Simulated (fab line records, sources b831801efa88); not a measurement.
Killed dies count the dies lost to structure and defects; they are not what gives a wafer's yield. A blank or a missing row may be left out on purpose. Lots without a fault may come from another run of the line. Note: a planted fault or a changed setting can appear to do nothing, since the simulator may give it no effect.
A lot that was struck, set against a sound lot    flow gf180mcu    15 out of 602 route steps
Sound: wafers L929.3, L929.4, L929.5. Struck: wafer L927.6 (left out: L927.4, L927.5 of the same lot, which were not struck); the cause appears at the end.
For every step that has rows: the tool of each side, followed by ch and its chambers, followed by its first start. Under that, the readings that differ: sound wafers    struck wafers    difference of the means    sigmas: that difference in standard deviations of wafers without a fault.
alike: readings whose means differ by less than 2 such deviations, and words and numbers that are the same on both sides. not compared: withheld readings, readings that some wafer has no value for, bounds like >300 that may hide the same value, and numbers for which the record gives no deviation and whose values overlap.
Wherever a step has rows on one side only, a row that says differs or no value, or a row with sigmas, the two part there. Non-overlapping numbers with no deviation appear without sigmas and do not part them. A reading that every wafer of one side lacks parts them only if that side has two wafers or more.

first, 5 steps without rows for these wafers: GF_M5_COAT_02 (resist thk 1000 nm); GF_M5_SOFTBAKE_03 (time 60 s); GF_M5_EXPOSE_04 (exposes mask Metal5, target cd 280 nm); GF_M5_PEB_05 (peb time 90 s); GF_M5_DEVELOP_06 (develop time 60 s).
GF_M5_CD_MEAS_07: the cd target is 280 nm.
  sound on cd_sem-02 at day 29 13:35; struck on cd_sem-02 at day 28 13:57
  alike: cd_nm
GF_M5_OVL_MEAS_08:
  sound on overlay-01 at day 29 13:41; struck on overlay-02 at day 28 14:02
  alike: M5_OVL
GF_M5_ETCH_09: etches Si3N4 in CF4/O2, target depth 52 nm, time 11.6 s.
  sound on rie_diel-02 ch 0,1,3, day 29 13:43; struck on rie_diel-01 ch 1, day 28 14:03
  alike: drypump_motor_current_A, oes_product_au, throttle_valve_pct
  not compared: rf_hours_counter_h
GF_M5_METAL_ETCH_10: etches the open film in Cl2/BCl3, stops on SiO2, target depth 627.5 nm, time 104.6 s.
  sound on rie_metal-03 ch 0,1, day 29 13:46; struck on rie_metal-03 ch 0, day 28 14:07
  alike: drypump_motor_current_A, oes_product_au, throttle_valve_pct
  not compared: rf_hours_counter_h
GF_M5_STRIP_11: strips in O2/N2.
  sound on plasma_asher-04 ch 0,1, day 29 13:53; struck on plasma_asher-04 ch 1, day 28 14:13
  alike: drypump_motor_current_A, heater_power_w, oes_product_au, strip_time_to_endpoint_s
  not compared: rf_hours_counter_h
then, 2 steps without rows for these wafers: GF_M5_STRIP_12 (strips in post etch residue remover, time 1200 s); GF_M5_CLEAN_13 (cleans in DIW).
GF_V5_CVD_00: deposits SiO2, target thk 300 nm, time 50 s.
  sound on hdpcvd-01 ch 1,2, day 29 14:23; struck on hdpcvd-02 ch 0, day 28 14:44
reading                              sound              struck  difference  sigmas
sih4_flow_sccm (sccm)                60.16 59.93 60.02  50.89   -9.15       -48
model.SiO2_of_V5_CVD_00.thk_nm (nm)  293.7 296.7 296.1  251.2   -44.3       
GF_V5_THK_MEAS_01:
  sound on film_metro-04 at day 29 14:26; struck on film_metro-02 at day 28 14:47
reading             sound        struck  difference  sigmas
V5_CVD_00_THK (nm)  294 297 296  251     -45         -14
GF_V5_CVD_02: deposits SiO2 from TEOS, target thk 1450 nm, time 163.28 s.
  sound on pecvd-01 ch 0,1,2, day 29 14:29; struck on pecvd-04 ch 0, day 28 14:53
  alike: heater_power_w

WHERE THEY PART
Last at GF_V5_THK_MEAS_01 as far as this record goes, first at GF_V5_CVD_00. Later steps at which nothing parts them and some readings are alike: GF_V5_CVD_02.

WHY: whatever the simulator had introduced
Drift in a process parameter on hdpcvd-02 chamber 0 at GF_V5_CVD_00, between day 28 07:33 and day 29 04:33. A move of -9 in setting sih4_flow_sccm, from 60. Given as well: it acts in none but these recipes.
